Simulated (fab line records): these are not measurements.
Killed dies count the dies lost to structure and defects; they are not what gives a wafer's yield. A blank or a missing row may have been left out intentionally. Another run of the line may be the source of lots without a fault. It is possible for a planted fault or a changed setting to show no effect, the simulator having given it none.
2 desks, one fault -- flow gf180mcu -- numbers are kept per desk, each desk with only its own; the story behind them comes last

## DESK OF THE TOOL OWNER: litho track-03
Per lot that ran on this tool, the mean of the sampled wafers carrying a number, from the tool's own readings at GF_M3_SOFTBAKE_10 (time 60 s). The brackets show how far a lot's mean lies from the usual mean; more than 4 standard deviations puts the lot out of limits, marked OUT.
Columns: A = heater power total W at GF_M3_SOFTBAKE_10, usual 93.04 W; B = run length s at GF_M3_SOFTBAKE_10, usual 89.14 s
lot,first seen here,A,B
L300,day 21 01:16,93.07,89.10
L305,day 22 23:01,93.00,89.26
L313,day 25 20:26,94.00 (+15) OUT,87.42 (-11) OUT
L322,day 28 07:20,93.05,89.17
This desk finds L313 out of limits, L313 being first, at day 25 20:26 (heater power total W at GF_M3_SOFTBAKE_10). Within limits: L300, L305, L322.

## AT THE METROLOGY DESK
What the gauges read for every lot (on any tool): the sampled wafers with a number, averaged. The brackets show how far a lot's mean lies from the usual mean; more than 4 standard deviations puts the lot out of limits, marked OUT.
Columns: A = PSD_OVL at GF_PSD_OVL_MEAS_08, usual 1.1 nm; B = CONTACT_BOW at GF_CONTACT_BOW_MEAS_05, usual 65 um; C = V4_CVD_00_THK at GF_V4_THK_MEAS_01, usual 602 nm
lot,first seen here,A,B,C
L299,day 14 05:14,1.7,69,614
L300,day 14 09:07,0.5,66,601
L301,day 14 17:29,2.4,65,600
L302,day 15 05:59,1.1,61,606
L303,day 15 06:59,2.2,66,603
L304,day 15 20:13,2.8,66,604
L305,day 16 05:17,1.7,64,606
L306,day 16 11:59,1.9,67,590
L313,day 19 06:54,1.8,58,606
L319,day 21 03:37,2.2,71,595
L321,day 21 18:18,-1.1,67,597
L322,day 22 00:14,-0.3,67,598
Finding of this desk: none of the 12 lots has anything out of limits.

## TAKEN TOGETHER
An alarm could have come from the tool owner's desk at day 25 20:26, on L313.
At the metrology desk, nothing out of limits was observed.
The metrology desk holds a record of L313, inside its limits.
GF_M3_SOFTBAKE_10 was run on litho track-03 by each of the lots named.

## WHAT THE SIMULATOR HAD INSERTED
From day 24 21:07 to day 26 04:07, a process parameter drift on litho track-03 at GF_M3_SOFTBAKE_10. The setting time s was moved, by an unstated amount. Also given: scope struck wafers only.
Shown lots that were struck: L313.
Hours from the fault's start to each desk's first reading out of limits: the tool owner's desk, 23.
